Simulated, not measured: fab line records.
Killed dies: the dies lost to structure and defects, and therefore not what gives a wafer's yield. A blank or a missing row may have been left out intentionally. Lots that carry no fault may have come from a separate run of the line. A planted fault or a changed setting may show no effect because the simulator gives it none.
fab line records ; flow sky130
[record] lots = 11; wafers = 33; lastDay = 50
route steps=708 shown PWDE@54 METAL5@662 PAD_OPEN@708
lots with no fault: from the same line, run without faults
startH: start of the lot's first displayed wafer, in hours after the record's first day ; waitH: time in hours since the lot's previous step ; " same as the row above ; L1.1+2: a single row standing in for several wafers ; - no value, or no start given ; * or withheld: withheld ; < > ~ a bound
route shown NAME@n: names a module that has steps shown in the file, with the first one's number in the route ; usual: mean/standard deviation of fault-free wafers ; same: alike in all rows ; chamber/n: place in a boat ; sites: the reading at each site ; _std_site: their standard deviation ; _edge_site: inner sites' mean taken away from outer sites' mean ; radiusMm: for every site, how far away it sits from the centre of the wafer ; mask NAME#n: copy n ; behind: the tool/chamber that last shaped the wafer ; hold: cause of the lot's hold/its duration in hours/its outcome ; device: the transistor (n, p or np) that didn't switch ; end of line: tests of these same wafers at the route's end ; step lacking rows: just its recipe ; killed: at the first sort, the dies lost to defects and structure; wafer yield is something else ; map: per-die view of a wafer (x killed, . not killed, _ where there is no die)
set.NAME: the setting that was run; set.NAME@STEP: the one run at that earlier step ; model.NAME: the simulator's own value behind a step, which no gauge read
steps of the route over a sample of lots; a table a step, a row a wafer
services: from which hour (startH, from the record's first day; less than 0 if before it) a tool's chamber was out of use, for how many hours, and why
[[steps]]
[step SKY_PWDE_STRIP_09]
[recipe] chemistry = O2/N2; powerW = 1400; pressureMtorr = 1500; platenTempC = withheld; o2FlowSccm = 3000; n2FlowSccm = 300; overashFraction = 0.5
[usual] chamberPressureMTorr = 1499.9/1.4; drypumpMotorCurrentA = 6.0/0.4; oesProductAu = 0.723/0.0046; stripTimeToEndpointS = 36.93/0.1
lot.wafer;tool;chamber;startH;waitH;chamberPressureMTorr;drypumpMotorCurrentA;oesProductAu;rfHoursCounterH;stripTimeToEndpointS
L423.1;plasmaAsher-02;0;74.27;0.1;1498.9;6.6;0.715;39;36.80
L423.2;plasmaAsher-02;1;74.27;0.1;1500.5;6.1;0.725;39;36.92
L423.4;plasmaAsher-02;0;74.27;0.1;1503.3;6.6;0.727;-;36.85
L424.1;plasmaAsher-01;0;83.47;0.1;1499.1;5.9;0.725;40;36.97
L424.2;plasmaAsher-01;1;83.47;0.1;1499.8;5.6;0.724;40;36.95
L424.5;plasmaAsher-01;1;83.47;0.1;1499.5;5.6;0.722;-;36.95
L425.1;plasmaAsher-01;0;84.17;0.1;1498.8;5.8;0.718;40;36.96
L425.3;plasmaAsher-01;0;84.17;0.1;1499.1;5.8;0.725;-;37.03
L425.4;plasmaAsher-01;1;84.17;0.1;1499.3;5.7;0.726;-;36.97
L427.1;plasmaAsher-01;1;95.53;0.1;1501.4;5.6;0.717;41;36.93
L427.3;plasmaAsher-01;0;95.53;0.1;1502.1;5.9;0.726;-;37.01
L427.6;plasmaAsher-01;1;95.53;0.1;1499.7;5.6;0.725;-;36.96
L428.1;plasmaAsher-01;1;100.82;0.1;1500.5;5.7;0.727;42;36.91
L428.3;plasmaAsher-01;0;100.82;0.1;1500.5;5.8;0.717;-;36.90
L428.5;plasmaAsher-01;1;100.82;0.1;1498.8;5.6;0.724;-;36.89
L439.2;plasmaAsher-03;0;166.13;0.1;1496.9;5.6;0.721;5;36.95
L439.4;plasmaAsher-03;0;166.13;0.1;1502.4;5.6;0.722;-;37.07
L439.6;plasmaAsher-03;0;166.13;0.1;1499.5;5.6;0.721;-;37.13
L440.1;plasmaAsher-02;1;171.32;0.1;1499.4;6.1;0.721;49;36.99
L440.4;plasmaAsher-02;1;171.32;0.1;1500.7;6.1;0.716;-;37.03
L440.5;plasmaAsher-02;1;171.32;0.1;1501.9;6.1;0.726;-;37.17
L441.3;plasmaAsher-02;1;175.22;0.1;1500.9;6.1;0.720;-;36.87
L441.4;plasmaAsher-02;0;175.22;0.1;1500.9;6.6;0.720;-;36.91
L441.6;plasmaAsher-02;1;175.22;0.1;1502.0;6.1;0.724;-;36.92
L442.1;plasmaAsher-02;0;181.68;0.1;1501.9;6.6;0.728;51;37.00
L442.3;plasmaAsher-02;0;181.68;0.1;1502.2;6.6;0.725;-;37.00
L442.4;plasmaAsher-02;1;181.68;0.1;1499.8;6.1;0.728;-;36.97
L444.2;plasmaAsher-02;0;192.22;0.1;1500.0;6.6;0.730;52;36.98
L444.4;plasmaAsher-02;0;192.22;0.1;1500.2;6.6;0.728;-;36.97
L444.6;plasmaAsher-02;1;192.22;0.1;1500.7;6.1;0.728;-;36.99
L445.1;plasmaAsher-02;1;201.38;0.1;1497.8;6.1;0.713;53;36.74
L445.3;plasmaAsher-02;1;201.38;0.1;1498.6;6.1;0.724;-;36.73
L445.4;plasmaAsher-02;0;201.38;0.1;1500.9;6.6;0.728;-;36.79
[step SKY_METAL5_SPUTTER_01]
[recipe] material = TiN; targetThkNm = 20; powerW = 6500; timeS = 16.7; chamberPressurePa = 0.4
[usual] throttleValvePct = 30.1/0.89
lot.wafer;tool;chamber;startH;waitH;throttleValvePct
L423.1;pvdSputter-02;-;1015.26;0.0;28.9
L423.2;pvdSputter-02;-;1015.26;0.0;31.5
L423.4;pvdSputter-02;-;1015.26;0.0;31.2
L424.1;pvdSputter-03;-;1024.16;0.0;30.3
L424.2;pvdSputter-03;-;1024.16;0.0;29.9
L424.5;pvdSputter-03;-;1024.16;0.0;29.9
L425.1;pvdSputter-03;-;1026.09;0.0;29.8
L425.3;pvdSputter-03;-;1026.09;0.0;30.7
L425.4;pvdSputter-03;-;1026.09;0.0;29.5
L427.1;pvdSputter-02;-;1039.40;0.0;28.8
L427.3;pvdSputter-02;-;1039.40;0.0;31.2
L427.6;pvdSputter-02;-;1039.40;0.0;31.7
L428.1;pvdSputter-01;-;1048.95;0.0;30.8
L428.3;pvdSputter-01;-;1048.95;0.0;28.9
L428.5;pvdSputter-01;-;1048.95;0.0;28.8
L439.2;pvdSputter-01;-;1124.21;0.0;30.6
L439.4;pvdSputter-01;-;1124.21;0.0;28.1
L439.6;pvdSputter-01;-;1124.21;0.0;29.5
L440.1;pvdSputter-03;-;1124.93;0.0;30.9
L440.4;pvdSputter-03;-;1124.93;0.0;29.8
L440.5;pvdSputter-03;-;1124.93;0.0;29.7
L441.3;pvdSputter-01;-;1125.17;0.0;28.5
L441.4;pvdSputter-01;-;1125.17;0.0;28.3
L441.6;pvdSputter-01;-;1125.17;0.0;31.1
L442.1;pvdSputter-02;-;1126.71;0.0;31.9
L442.3;pvdSputter-02;-;1126.71;0.0;28.6
L442.4;pvdSputter-02;-;1126.71;0.0;31.4
L444.2;pvdSputter-03;-;1140.68;0.0;30.9
L444.4;pvdSputter-03;-;1140.68;0.0;30.9
L444.6;pvdSputter-03;-;1140.68;0.0;30.6
L445.1;pvdSputter-01;-;1150.90;0.0;28.6
L445.3;pvdSputter-01;-;1150.90;0.0;29.2
L445.4;pvdSputter-01;-;1150.90;0.0;30.6
[step SKY_METAL5_DESCUM_14]
[recipe] chemistry = O2; sourcePowerW = 150; biasPowerW = 0; pressureMtorr = 10; tempC = 40; timeS = 11
[usual] chamberPressureMTorr = 10.000/0.0098; drypumpMotorCurrentA = 5.7/0.43; heBacksideLeakSccm = 3.3/0.34; oesProductAu = 1.003/0.01; rfFwdPowerW = 147.1/0.86
lot.wafer;tool;chamber;startH;waitH;chamberPressureMTorr;drypumpMotorCurrentA;heBacksideLeakSccm;oesProductAu;rfFwdPowerW;rfHoursCounterH
L423.1;rieMetal-03;0;1037.29;0.1;10.004;6.0;3.2;1.011;147.7;5
L423.2;rieMetal-03;1;1037.29;0.1;10.001;5.8;3.3;0.994;146.5;8
L423.4;rieMetal-03;1;1037.29;0.1;10.001;5.8;3.2;1.003;146.8;-
L424.1;rieMetal-02;0;1045.09;0.1;9.988;6.1;3.5;1.008;147.0;18
L424.2;rieMetal-02;1;1045.09;0.1;10.010;5.3;3.2;1.016;146.7;1
L424.5;rieMetal-02;1;1045.09;0.1;10.005;5.3;3.2;1.009;147.3;-
L425.1;rieMetal-02;0;1048.14;0.1;9.990;6.2;3.5;1.000;145.5;18
L425.3;rieMetal-02;0;1048.14;0.1;10.006;6.1;3.5;1.007;146.3;-
L425.4;rieMetal-02;1;1048.14;0.1;10.005;5.3;3.0;1.014;147.4;-
L427.1;rieMetal-01;1;1061.14;0.1;10.003;4.8;2.8;1.003;146.6;17
L427.3;rieMetal-01;1;1061.14;0.1;10.003;4.9;2.8;0.995;148.0;-
L427.6;rieMetal-01;0;1061.14;0.1;9.986;5.8;3.5;1.000;147.5;-
L428.1;rieMetal-03;1;1071.43;0.1;9.981;5.8;3.6;0.988;147.2;10
L428.3;rieMetal-03;1;1071.43;0.1;9.991;5.7;3.3;0.993;146.2;-
L428.5;rieMetal-03;0;1071.43;0.1;9.990;6.0;3.1;0.999;148.0;-
L439.2;rieMetal-02;1;1142.83;0.1;10.002;5.3;3.0;1.002;148.1;9
L439.4;rieMetal-02;1;1142.83;0.1;9.999;5.3;3.0;1.010;148.1;-
L439.6;rieMetal-02;1;1142.83;0.1;10.008;5.3;3.1;1.006;148.4;-
L440.1;rieMetal-01;0;1143.88;0.1;9.996;5.8;3.4;1.002;148.3;24
L440.4;rieMetal-01;1;1143.88;0.1;10.004;4.9;2.9;0.993;148.1;-
L440.5;rieMetal-01;0;1143.88;0.1;10.010;5.8;3.3;0.998;147.7;-
L441.3;rieMetal-03;0;1144.20;0.1;9.985;6.0;3.2;1.016;147.2;-
L441.4;rieMetal-03;1;1144.20;0.1;10.013;5.8;3.3;0.993;145.6;-
L441.6;rieMetal-03;1;1144.20;0.1;10.007;5.8;3.4;0.985;145.8;-
L442.1;rieMetal-03;0;1146.38;0.1;10.013;6.0;3.3;1.027;147.3;13
L442.3;rieMetal-03;0;1146.38;0.1;9.997;6.0;3.3;1.019;148.1;-
L442.4;rieMetal-03;1;1146.38;0.1;10.016;5.8;3.7;0.990;145.7;-
L444.2;rieMetal-02;0;1159.83;0.1;9.999;6.1;3.5;1.003;145.5;27
L444.4;rieMetal-02;0;1159.83;0.1;9.999;6.2;3.5;1.011;145.5;-
L444.6;rieMetal-02;0;1159.83;0.1;9.999;6.2;3.5;0.995;146.5;-
L445.1;rieMetal-02;1;1168.58;0.1;10.001;5.3;3.2;1.017;148.9;11
L445.3;rieMetal-02;1;1168.58;0.1;9.987;5.3;3.1;1.010;148.3;-
L445.4;rieMetal-02;0;1168.58;0.1;9.998;6.1;3.5;1.009;145.9;-
[step SKY_METAL5_METAL_ETCH_15]
[recipe] targetDepthA = 12600; stopOn = SiO2; overEtchFrac = 0.2; timeS = 252; chemistry = Cl2/BCl3; resistSidewallDeg = 86; pressureMtorr = 10; icpW = 900; biasW = 48.5; Cl2_flow_sccm = 60; bcl3FlowSccm = 30
[usual] chamberPressureMTorr = 9.999/0.0092; drypumpMotorCurrentA = 5.7/0.43; heBacksideLeakSccm = 3.35/0.27; mfcCl2Sccm = 60.00/0.18; oesProductAu = 0.895/0.0052; rfFwdPowerW = 897.7/3; throttleValvePct = 22.263/0.0093
lot.wafer;tool;chamber;startH;waitH;chamberPressureMTorr;drypumpMotorCurrentA;heBacksideLeakSccm;mfcCl2Sccm;oesProductAu;rfFwdPowerW;rfHoursCounterH;throttleValvePct
L423.1;rieMetal-03;0;1037.33;0.0;9.996;6.0;3.14;60.10;0.906;894.3;5;22.252
L423.2;rieMetal-03;1;1037.33;0.0;10.004;5.8;3.59;59.56;0.894;894.4;8;22.262
L423.4;rieMetal-03;1;1037.33;0.0;10.001;5.8;3.64;60.20;0.895;896.6;-;22.252
L424.1;rieMetal-02;0;1045.13;0.0;10.010;6.1;3.49;59.82;0.884;897.2;18;22.248
L424.2;rieMetal-02;1;1045.13;0.0;10.010;5.3;3.03;60.04;0.896;901.7;1;22.250
L424.5;rieMetal-02;1;1045.13;0.0;9.996;5.3;3.11;60.01;0.906;901.2;-;22.262
L425.1;rieMetal-02;0;1048.18;0.0;9.976;6.1;3.62;59.98;0.895;894.0;18;22.256
L425.3;rieMetal-02;0;1048.18;0.0;9.995;6.1;3.61;59.73;0.897;899.3;-;22.253
L425.4;rieMetal-02;1;1048.18;0.0;9.999;5.3;3.14;59.85;0.899;898.7;-;22.268
L427.1;rieMetal-01;1;1061.18;0.0;10.000;4.8;3.15;60.15;0.894;898.1;17;22.262
L427.3;rieMetal-01;1;1061.18;0.0;10.010;4.8;3.14;60.27;0.892;897.2;-;22.258
L427.6;rieMetal-01;0;1061.18;0.0;9.991;5.8;3.35;59.84;0.898;896.6;-;22.252
L428.1;rieMetal-03;1;1071.48;0.0;10.004;5.7;3.43;60.09;0.897;894.7;10;22.271
L428.3;rieMetal-03;1;1071.48;0.0;9.993;5.8;3.67;59.83;0.895;900.0;-;22.278
L428.5;rieMetal-03;0;1071.48;0.0;10.010;6.0;3.31;60.07;0.893;895.3;-;22.269
L439.2;rieMetal-02;1;1142.87;0.0;9.999;5.3;3.10;59.97;0.896;900.2;9;22.262
L439.4;rieMetal-02;1;1142.87;0.0;9.992;5.3;3.11;59.92;0.892;900.7;-;22.266
L439.6;rieMetal-02;1;1142.87;0.0;10.008;5.3;3.07;59.96;0.889;899.4;-;22.250
L440.1;rieMetal-01;0;1143.92;0.0;9.986;5.8;3.47;60.07;0.888;897.2;24;22.258
L440.4;rieMetal-01;1;1143.92;0.0;9.986;4.8;3.08;60.03;0.892;900.2;-;22.264
L440.5;rieMetal-01;0;1143.92;0.0;9.982;5.8;3.51;59.95;0.902;897.1;-;22.281
L441.3;rieMetal-03;0;1144.30;0.1;9.992;6.0;3.30;60.16;0.891;896.1;-;22.267
L441.4;rieMetal-03;1;1144.30;0.1;10.001;5.7;3.71;59.83;0.893;901.9;-;22.253
L441.6;rieMetal-03;1;1144.30;0.1;10.005;5.8;3.42;59.85;0.905;899.8;-;22.272
L442.1;rieMetal-03;0;1146.42;0.0;9.998;6.0;3.33;60.16;0.895;892.3;13;22.245
L442.3;rieMetal-03;0;1146.42;0.0;9.996;6.0;3.28;59.96;0.897;900.6;-;22.263
L442.4;rieMetal-03;1;1146.42;0.0;10.008;5.8;3.54;60.11;0.894;896.6;-;22.264
L444.2;rieMetal-02;0;1159.87;0.0;10.001;6.1;3.54;60.06;0.890;891.6;27;22.279
L444.4;rieMetal-02;0;1159.87;0.0;9.992;6.1;3.63;59.90;0.889;894.4;-;22.253
L444.6;rieMetal-02;0;1159.87;0.0;10.009;6.1;3.58;60.03;0.899;893.7;-;22.258
L445.1;rieMetal-02;1;1168.62;0.0;10.010;5.3;3.19;60.13;0.898;898.6;11;22.262
L445.3;rieMetal-02;1;1168.62;0.0;9.990;5.3;3.18;60.36;0.893;900.4;-;22.259
L445.4;rieMetal-02;0;1168.62;0.0;9.989;6.1;3.53;59.97;0.893;898.1;-;22.279
[step SKY_PAD_OPEN_PROBE_99]
[usual] killed_at_M0_to_M3 = 42/7.6; killed_at_M4_up = 2.9/1.7; killedAtContacts = 24/5.1; killedAtFrontEnd = 15/4; killedAtOther = 0.2/0.38; killedDies = 84/9.9; killedOpen = 46/7.2; killedShort = 38/6.6
[same] grossDies = 492; killedAtBackSide = 0
lot.wafer;tool;chamber;startH;waitH;killed_at_M0_to_M3;killed_at_M4_up;killedAtContacts;killedAtFrontEnd;killedAtOther;killedDies;killedOpen;killedShort
L427.1;prober-01;-;1106.79;0.1;43;3;16;64;0;126;39;33
L427.3;prober-01;-;1106.89;0.2;43;4;14;71;0;132;37;44
L427.6;prober-01;-;1107.04;0.2;35;2;24;65;0;126;37;35
L428.1;prober-02;-;1116.34;0.1;24;3;29;65;0;121;35;30
L428.3;prober-02;-;1116.44;0.2;35;1;29;68;0;133;44;40
L428.5;prober-02;-;1116.54;0.2;46;1;29;68;0;144;52;41
// killed by level:class
L427.1 PWDE:unspecified=54 VIA1:geometricParticle:short=9 VIA2:geometricParticle:open=7 VIA1:geometricParticle:open=7 LI_CONTACT:geometricParticle:open=6 VIA3:geometricParticle:open=6 CONTACT:geometricParticle:short=5 METAL1:geometricParticle:short=5
L427.3 PWDE:unspecified=51 FIELD_ISO:geometricParticle:short=8 VIA3:geometricParticle:short=8 METAL1:geometricParticle:short=7 LI_CONTACT:geometricParticle:open=6 VIA2:geometricParticle:open=5 VIA3:geometricParticle:open=4 CONTACT:geometricParticle:open=4
L427.6 PWDE:unspecified=54 CONTACT:geometricParticle:open=8 VIA1:geometricParticle:open=7 VIA2:geometricParticle:open=6 LI_CONTACT:geometricParticle:open=5 CONTACT:geometricParticle:short=5 VIA1:geometricParticle:short=5 VIA3:geometricParticle:open=5
L428.1 PWDE:unspecified=56 LI_CONTACT:geometricParticle:open=12 CONTACT:geometricParticle:open=6 VIA2:geometricParticle:open=6 VIA3:geometricParticle:open=5 FIELD_ISO:geometricParticle:short=4 POLY_GATE:geometricParticle:short=4 LI_CONTACT:geometricParticle:short=3
L428.3 PWDE:unspecified=49 LI_CONTACT:geometricParticle:open=10 FIELD_ISO:geometricParticle:short=9 VIA1:geometricParticle:open=8 CONTACT:geometricParticle:open=7 CONTACT:geometricParticle:short=6 METAL2:geometricParticle:short=5 VIA2:geometricParticle:short=4
L428.5 PWDE:unspecified=51 VIA1:geometricParticle:open=14 CONTACT:geometricParticle:open=11 POLY_GATE:geometricParticle:open=8 METAL2:geometricParticle:short=8 LI_CONTACT:geometricParticle:open=7 METAL1:geometricParticle:short=7 CONTACT:geometricParticle:short=6
[[services]]
tool;chamber;startH;hours;kind
rieMetal-03;0;107.62;10.8;repair
rieMetal-03;0;129.78;16.5;repair
rieMetal-03;-;207.93;15.6;pm
plasmaAsher-02;-;213.26;2.0;repair
rieMetal-02;-;390.51;4.3;pm
rieMetal-03;-;419.60;2.8;pm
plasmaAsher-02;-;421.25;9.0;pm
plasmaAsher-02;-;450.82;4.3;repair
rieMetal-03;-;456.27;1.4;pm
rieMetal-03;-;510.95;0.2;repair
plasmaAsher-02;-;514.31;11.1;repair
rieMetal-02;-;622.32;10.1;repair
rieMetal-02;-;677.44;1.4;pm
plasmaAsher-02;-;686.47;2.8;pm
rieMetal-03;-;791.15;1.8;repair
rieMetal-02;0;874.02;4.5;repair
plasmaAsher-02;-;885.60;4.2;repair
rieMetal-02;-;886.70;2.8;pm
rieMetal-03;-;933.15;1.0;repair
rieMetal-02;-;939.79;0.8;repair
rieMetal-02;-;958.58;1.2;repair
rieMetal-02;0;997.52;10.0;repair
plasmaAsher-02;-;1095.07;1.7;repair
rieMetal-03;1;1104.93;1.5;repair
[[key]]
[firstSign] step = SKY_PAD_OPEN_PROBE_99; reading = killedAtFrontEnd; direction = up; sigmas = 13; usual = 15; struck = 67
[effect] step = SKY_PAD_OPEN_PROBE_99; reading = killedDies; direction = up; sigmas = 4.7; usual = 84; struck = 130
metAt SKY_PWDE_STRIP_09
struckLots L427,L428
testerLeftOut L427,L428
notActingAt SKY_METAL5_SPUTTER_01,SKY_METAL5_DESCUM_14,SKY_METAL5_METAL_ETCH_15
onsetBetween 84.17 95.53
[fault] kind = chamberParticleSource; tool = plasmaAsher-01; chamber = -; onsetH = 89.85; steps = SKY_PWDE_STRIP_09; ratePerVisitCm2 = 0.96529; endH = 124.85
// testerLeftOut: of these lots the tester's yield and bins aren't shown, on N5 and GAA mostly nor the transistor test; their killed dies are dies lost to structure and defects alone, not to doping, threshold or leakage, so they don't give the yield
